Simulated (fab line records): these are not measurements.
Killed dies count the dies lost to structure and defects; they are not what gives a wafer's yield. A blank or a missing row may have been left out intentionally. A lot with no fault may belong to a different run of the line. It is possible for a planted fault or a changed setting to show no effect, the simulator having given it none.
Which tool did it? -- flow gf180mcu -- at 1 step of a route of 602, 6 lots with 18 wafers sampled

WHAT THE GAUGES READ, wafer by wafer
GF_V4_THK_MEAS_01.
lot,measured,on,V4_CVD_00_THK (nm)
L140,day 24 17:50,film_metro-01,601 598 598
L143,day 25 16:05,film_metro-01,600 589 587
L147,day 26 23:49,film_metro-03,594 591 597
L149,day 27 10:50,film_metro-02,585 589 611
L157,day 29 20:16,film_metro-02,598 594 596
L160,day 30 11:37,film_metro-03,600 599 599

EACH LOT AND THE TOOL THAT RAN IT (in order: tool; ch and the chambers of the sampled wafers; start)
The record holds no process step before these readings.

THE ANSWER, worked out from the rows above alone
Rule: the usual values come from the lots themselves. The widest of any qualifying gaps counts: lots, ordered by their means at a reading, are off when they make up no more than a third of the lots, leave a main group of 4 or more, and stand apart from it by 3 or more times the standard deviation of that group's means. Not used: any main group whose means are identical at the precision the tables above print for the reading. Also off: a lot with no number at a reading for which 4 or more lots have one. All remaining lots with rows at the step are treated as sound.
Across all readings shown, no lot is off: no conclusion can be drawn from this.

WHAT THE SIMULATOR PUT IN
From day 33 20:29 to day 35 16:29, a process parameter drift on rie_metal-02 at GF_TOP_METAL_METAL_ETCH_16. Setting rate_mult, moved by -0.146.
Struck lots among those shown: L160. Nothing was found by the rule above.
